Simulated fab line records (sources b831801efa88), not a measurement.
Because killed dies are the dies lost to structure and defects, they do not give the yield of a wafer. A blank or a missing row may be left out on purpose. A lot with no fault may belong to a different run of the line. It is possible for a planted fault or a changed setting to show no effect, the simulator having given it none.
fab line records	flow gf180mcu
record: lots: 14	wafers: 39	last_day: 34
route steps=602 shown PSD@261 NSD@262 SAB@264 CONTACT@288 V1@336
lots that met no fault: from a run of the same line without faults
start_h: hours from the record's first day to the start of the lot's first wafer shown	wait_h: how many hours have passed since the lot's step before this one	" the same as in the row above	L1.1+2: a single row standing in for several wafers	- either no value or no given start	* or withheld: withheld	< > ~ a bound
route shown NAME@n: NAME is a module with steps in the file, n the number in the route of the first one	usual: mean/standard deviation of fault-free wafers	same: alike in all rows	chamber/n: place in a boat	sites: each site's reading	_std_site: how widely they spread, as a standard deviation	_edge_site: outer sites' mean less inner sites'	radius_mm: for every site, how far away it sits from the centre of the wafer	mask NAME#n: copy n	behind: the most recent tool/chamber to have shaped the wafer	hold: why the lot was held/for how many hours/how that ended	device: which transistor (n, p or np) failed to switch	end of line: the same wafers' tests at the end of the route	a step without rows: its recipe alone	killed: dies that structure and defects cost at the first sort, which is not the same as the wafer's yield	map: a wafer's dies, x killed, . not, _ none there
set.NAME: the setting the step ran with; set.NAME@STEP: the setting that earlier step ran with	model.NAME: the simulator's own value behind a step, which no gauge read
a sample of lots followed through the steps of the route, with each step as a table and each wafer as a row
services: when a tool's chamber went out of use (start_h, in hours from the record's first day, below 0 if earlier), for how many hours, and the reason
== steps ==
step: GF_PSD_RTA_13
recipe: temp_c: 1025	time_s: 20	ambient: N2
usual: lamp_power_pct: 34.7/1.9	run_length_s: 48.9/0.81	wafer_temp_C_max: 1028.1/0.68
lot.wafer	tool	chamber	start_h	wait_h	lamp_power_pct	run_length_s	wafer_temp_C_max
L760.2	rtp_anneal-01	0	315.76	0.0	36.0	48.5	1030.6
L760.4	"	0	"	"	36.0	48.8	1029.2
L760.6	"	0	"	"	36.0	48.5	1027.5
L761.2	rtp_anneal-01	0	326.21	0.0	36.0	48.8	1027.6
L761.4	"	0	"	"	36.0	48.6	1027.7
L761.6	"	0	"	"	36.0	48.6	1026.9
L762.3	rtp_anneal-01	0	334.29	0.0	36.0	48.7	1027.6
L762.4	"	0	"	"	36.0	49.0	1028.1
L762.6	"	0	"	"	35.9	48.9	1027.9
L763.1	rtp_anneal-01	0	339.81	0.0	36.0	48.9	1029.3
L763.2	"	0	"	"	36.1	48.4	1027.7
L763.5	"	0	"	"	36.0	48.6	1027.6
L766.3	rtp_anneal-01	0	374.13	0.0	36.0	48.5	1027.5
L766.4	"	0	"	"	35.9	48.8	1028.2
L766.6	"	0	"	"	36.0	48.8	1028.1
L768.1	rtp_anneal-02	0	397.42	0.0	32.0	48.4	1026.8
L768.2	"	0	"	"	32.1	48.4	1028.1
L768.4	"	0	"	"	32.1	48.2	1028.6
L767.1	rtp_anneal-01	0	397.55	0.0	36.0	48.7	1028.6
L767.3	"	0	"	"	36.0	48.5	1027.7
L767.5	"	0	"	"	36.0	48.7	1028.4
L769.2	rtp_anneal-01	0	419.16	0.0	35.9	48.9	1028.2
L769.3	"	0	"	"	36.0	48.6	1029.1
L769.4	"	0	"	"	35.9	48.5	1027.9
L770.4	rtp_anneal-02	0	419.75	0.0	32.0	48.7	1027.9
L770.5	"	0	"	"	32.0	48.4	1027.6
L770.6	"	0	"	"	32.1	48.5	1027.5
L771.4	rtp_anneal-01	0	426.69	0.1	36.0	50.9	1027.5
L771.5	"	0	"	"	35.9	50.8	1028.8
L771.6	"	0	"	"	36.0	50.7	1027.7
L772.2	rtp_anneal-01	0	443.72	0.0	36.0	50.8	1027.9
L772.4	"	0	"	"	36.0	51.0	1027.7
L774.1	rtp_anneal-01	0	451.26	0.0	36.0	48.7	1029.2
L774.3	"	0	"	"	35.8	43.3	1028.3
L776.5	rtp_anneal-01	0	466.10	0.1	36.0	48.4	1028.6
L776.6	"	0	"	"	35.9	43.7	1028.1
L782.3	rtp_anneal-02	0	511.03	0.0	32.1	48.4	1027.2
L782.5	"	0	"	"	32.0	48.3	1029.3
L782.6	"	0	"	"	32.0	48.3	1028.2
step: GF_PSD_RS_MEAS_14
recipe: thk_meas_gauge: four-point-probe
usual: NSD_RS: 46.14/0.089
lot.wafer	tool	chamber	start_h	wait_h	NSD_RS[ohm/sq]
L760.2	film_metro-02	-	315.85	0.1	46.17
L760.4	"	-	"	"	46.13
L760.6	"	-	"	"	46.26
L761.2	film_metro-02	-	326.30	0.1	46.21
L761.4	"	-	"	"	46.25
L761.6	"	-	"	"	46.29
L762.3	film_metro-01	-	334.38	0.1	46.20
L762.4	"	-	"	"	46.00
L762.6	"	-	"	"	46.13
L763.1	film_metro-01	-	339.89	0.1	46.09
L763.2	"	-	"	"	46.11
L763.5	"	-	"	"	46.20
L766.3	film_metro-01	-	374.23	0.1	46.00
L766.4	"	-	"	"	46.04
L766.6	"	-	"	"	46.07
L768.1	film_metro-04	-	397.50	0.1	46.17
L768.2	"	-	"	"	46.05
L768.4	"	-	"	"	45.98
L767.1	film_metro-01	-	397.63	0.1	46.20
L767.3	"	-	"	"	46.07
L767.5	"	-	"	"	46.17
L769.2	film_metro-04	-	419.25	0.1	46.14
L769.3	"	-	"	"	46.13
L769.4	"	-	"	"	46.12
L770.4	film_metro-04	-	419.85	0.1	46.19
L770.5	"	-	"	"	46.05
L770.6	"	-	"	"	46.08
L771.4	film_metro-01	-	426.84	0.1	46.08
L771.5	"	-	"	"	46.11
L771.6	"	-	"	"	46.12
L772.2	film_metro-04	-	443.88	0.1	46.04
L772.4	"	-	"	"	45.97
L774.1	film_metro-02	-	451.34	0.1	46.20
L774.3	"	-	"	"	47.58
L776.5	film_metro-02	-	466.21	0.1	46.32
L776.6	"	-	"	"	47.65
L782.3	film_metro-01	-	511.13	0.1	46.14
L782.5	"	-	"	"	46.05
L782.6	"	-	"	"	46.18
step: GF_PSD_RS_MEAS_15
recipe: thk_meas_gauge: four-point-probe
usual: PSD_RS: 108.62/0.29
lot.wafer	tool	chamber	start_h	wait_h	PSD_RS[ohm/sq]
L760.2	film_metro-02	-	315.97	0.1	108.57
L760.4	"	-	"	"	108.78
L760.6	"	-	"	"	108.48
L761.2	film_metro-02	-	326.42	0.1	108.68
L761.4	"	-	"	"	108.99
L761.6	"	-	"	"	109.07
L762.3	film_metro-01	-	334.50	0.1	108.68
L762.4	"	-	"	"	107.92
L762.6	"	-	"	"	108.92
L763.1	film_metro-01	-	340.01	0.1	108.65
L763.2	"	-	"	"	108.35
L763.5	"	-	"	"	108.77
L766.3	film_metro-01	-	374.35	0.1	108.11
L766.4	"	-	"	"	108.54
L766.6	"	-	"	"	108.12
L768.1	film_metro-04	-	397.62	0.1	108.55
L768.2	"	-	"	"	108.46
L768.4	"	-	"	"	108.46
L767.1	film_metro-01	-	397.75	0.1	108.80
L767.3	"	-	"	"	108.62
L767.5	"	-	"	"	108.88
L769.2	film_metro-04	-	419.37	0.1	108.69
L769.3	"	-	"	"	108.94
L769.4	"	-	"	"	108.60
L770.4	film_metro-04	-	419.97	0.1	108.67
L770.5	"	-	"	"	108.48
L770.6	"	-	"	"	108.54
L771.4	film_metro-01	-	426.96	0.1	108.75
L771.5	"	-	"	"	108.71
L771.6	"	-	"	"	108.60
L772.2	film_metro-04	-	444.00	0.1	108.00
L772.4	"	-	"	"	108.09
L774.1	film_metro-02	-	451.46	0.1	108.70
L774.3	"	-	"	"	112.83
L776.5	film_metro-02	-	466.33	0.1	109.29
L776.6	"	-	"	"	112.84
L782.3	film_metro-01	-	511.25	0.1	108.76
L782.5	"	-	"	"	108.76
L782.6	"	-	"	"	108.60
step: GF_SAB_CVD_00
recipe: material: SiO2	target_thk_nm: 50	precursor: TEOS	temp_c: 400	time_s: 4.9302	rf_w: 600
usual: heater_power_outer_w: 386/56	heater_power_w: 643/68
lot.wafer	tool	chamber	start_h	wait_h	heater_power_outer_w	heater_power_w	since_wet_clean_h
L760.2	pecvd-01	1	316.07	0.1	377	584	558
L760.4	"	0	"	"	370	647	-
L760.6	"	2	"	"	355	597	-
L761.2	pecvd-04	1	326.52	0.1	478	748	152
L761.4	"	2	"	"	270	558	-
L761.6	"	1	"	"	474	755	-
L762.3	pecvd-01	2	334.58	0.1	393	634	576
L762.4	"	1	"	"	339	519	-
L762.6	"	2	"	"	393	631	-
L763.1	pecvd-03	0	340.13	0.1	407	739	374
L763.2	"	2	"	"	365	638	374
L763.5	"	0	"	"	419	729	-
L766.3	pecvd-04	0	374.43	0.1	513	758	200
L766.4	"	0	"	"	515	777	-
L766.6	"	2	"	"	333	656	-
L768.1	pecvd-01	2	397.74	0.1	320	532	640
L768.2	"	0	"	"	422	712	640
L768.4	"	2	"	"	329	530	-
L767.1	pecvd-04	1	397.87	0.1	403	657	223
L767.3	"	0	"	"	495	704	223
L767.5	"	2	"	"	336	640	-
L769.2	pecvd-03	1	419.47	0.1	388	648	453
L769.3	"	2	"	"	371	634	453
L769.4	"	2	"	"	360	626	-
L770.4	pecvd-01	1	420.04	0.0	374	582	-
L770.5	"	0	"	"	390	680	-
L770.6	"	2	"	"	381	639	-
L771.4	pecvd-01	0	427.03	0.0	363	632	-
L771.5	"	2	"	"	358	577	-
L771.6	"	1	"	"	376	573	-
L772.2	pecvd-01	0	444.10	0.1	431	724	686
L772.4	"	2	"	"	420	668	-
L774.1	pecvd-01	0	451.58	0.1	351	627	693
L774.3	"	2	"	"	411	664	693
L776.5	pecvd-04	2	466.38	0.0	289	606	-
L776.6	"	0	"	"	439	660	-
L782.3	pecvd-03	0	511.33	0.1	356	647	545
L782.5	"	0	"	"	353	646	-
L782.6	"	2	"	"	355	624	-
step: GF_CONTACT_THK_MEAS_01
recipe: reads: SiO2_of_CONTACT_CVD_00
usual: CONTACT_CVD_00_THK: 298.4/3
lot.wafer	tool	chamber	start_h	wait_h	CONTACT_CVD_00_THK[nm]
L760.2	film_metro-03	-	337.95	0.1	301.5
L760.4	"	-	"	"	303.1
L760.6	"	-	"	"	300.3
L761.2	film_metro-04	-	348.60	0.0	301.8
L761.4	"	-	"	"	297.2
L761.6	"	-	"	"	304.0
L762.3	film_metro-04	-	357.58	0.0	301.8
L762.4	"	-	"	"	301.9
L762.6	"	-	"	"	295.1
L763.1	film_metro-02	-	362.57	0.0	300.4
L763.2	"	-	"	"	298.7
L763.5	"	-	"	"	299.8
L766.3	film_metro-04	-	398.59	0.0	298.9
L766.4	"	-	"	"	296.4
L766.6	"	-	"	"	298.1
L768.1	film_metro-04	-	422.40	0.0	299.6
L768.2	"	-	"	"	297.8
L768.4	"	-	"	"	297.3
L767.1	film_metro-04	-	422.99	0.0	296.5
L767.3	"	-	"	"	293.4
L767.5	"	-	"	"	292.8
L769.2	film_metro-02	-	444.55	0.0	290.4
L769.3	"	-	"	"	297.4
L769.4	"	-	"	"	297.8
L770.4	film_metro-02	-	444.85	0.0	298.7
L770.5	"	-	"	"	301.4
L770.6	"	-	"	"	299.7
L771.4	film_metro-02	-	452.72	0.0	299.6
L771.5	"	-	"	"	299.9
L771.6	"	-	"	"	296.7
L772.2	film_metro-04	-	469.78	0.0	298.3
L772.4	"	-	"	"	298.8
L774.1	film_metro-04	-	477.06	0.0	295.4
L774.3	"	-	"	"	298.9
L776.5	film_metro-04	-	491.06	0.0	299.2
L776.6	"	-	"	"	299.7
L782.3	film_metro-03	-	534.61	0.0	298.7
L782.5	"	-	"	"	302.7
L782.6	"	-	"	"	296.1
step: GF_V1_THK_MEAS_01
recipe: reads: SiO2_of_V1_CVD_00
usual: V1_CVD_00_THK: 595/6.5
lot.wafer	tool	chamber	start_h	wait_h	V1_CVD_00_THK[nm]
L760.2	film_metro-03	-	385.82	0.0	591
L760.4	"	-	"	"	583
L760.6	"	-	"	"	589
L761.2	film_metro-01	-	396.12	0.1	605
L761.4	"	-	"	"	599
L761.6	"	-	"	"	601
L762.3	film_metro-03	-	406.84	0.1	584
L762.4	"	-	"	"	596
L762.6	"	-	"	"	588
L763.1	film_metro-03	-	411.24	0.0	601
L763.2	"	-	"	"	596
L763.5	"	-	"	"	597
L766.3	film_metro-03	-	449.41	0.1	591
L766.4	"	-	"	"	594
L766.6	"	-	"	"	592
L768.1	film_metro-01	-	474.66	0.0	588
L768.2	"	-	"	"	597
L768.4	"	-	"	"	584
L767.1	film_metro-03	-	475.02	0.0	582
L767.3	"	-	"	"	589
L767.5	"	-	"	"	590
L769.2	film_metro-01	-	495.91	0.0	597
L769.3	"	-	"	"	595
L769.4	"	-	"	"	597
L770.4	film_metro-03	-	496.06	0.0	603
L770.5	"	-	"	"	607
L770.6	"	-	"	"	605
L771.4	film_metro-04	-	503.81	0.0	599
L771.5	"	-	"	"	589
L771.6	"	-	"	"	592
L772.2	film_metro-04	-	520.39	0.0	593
L772.4	"	-	"	"	596
L774.1	film_metro-03	-	527.07	0.0	585
L774.3	"	-	"	"	592
L776.5	film_metro-01	-	540.04	0.0	598
L776.6	"	-	"	"	598
L782.3	film_metro-01	-	582.10	0.1	590
L782.5	"	-	"	"	601
L782.6	"	-	"	"	600
== services ==
tool	chamber	start_h	hours	kind
pecvd-03	-	314.68	2.8	pm
pecvd-01	-	372.46	1.2	repair
pecvd-01	-	393.70	2.8	pm
pecvd-01	-	406.64	5.5	pm
pecvd-01	-	447.94	0.6	repair
pecvd-01	2	510.60	5.6	repair
== key ==
first_sign: step: GF_PSD_RTA_13	reading: run_length_s	direction: down	sigmas: 6.6	usual: *	struck: *
effect: step: GF_PSD_RS_MEAS_14	reading: NSD_RS	direction: up	sigmas: 17	usual: 46.14	struck: 47.61
effect: step: GF_PSD_RS_MEAS_15	reading: PSD_RS	direction: up	sigmas: 15	usual: 108.62	struck: 112.83
met_at GF_PSD_RTA_13
struck_lots L774,L776
struck_wafers L774.3,L776.6
tester_left_out L774,L776
not_acting_at GF_SAB_CVD_00,GF_CONTACT_THK_MEAS_01,GF_V1_THK_MEAS_01
onset_between 426.69 451.26
fault: kind: process_parameter_drift	tool: rtp_anneal-01	chamber: -	onset_h: 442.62	steps: GF_PSD_RTA_13	channel: time_s	offset: *	shape: step	end_h: 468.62	scope: struck_wafers_only	acts_in: *	stated: *
tester_left_out: of these lots the tester's yield and bins aren't shown, on N5 and GAA mostly nor the transistor test; their killed dies are dies lost to structure and defects alone, not to doping, threshold or leakage, so they don't give the yield
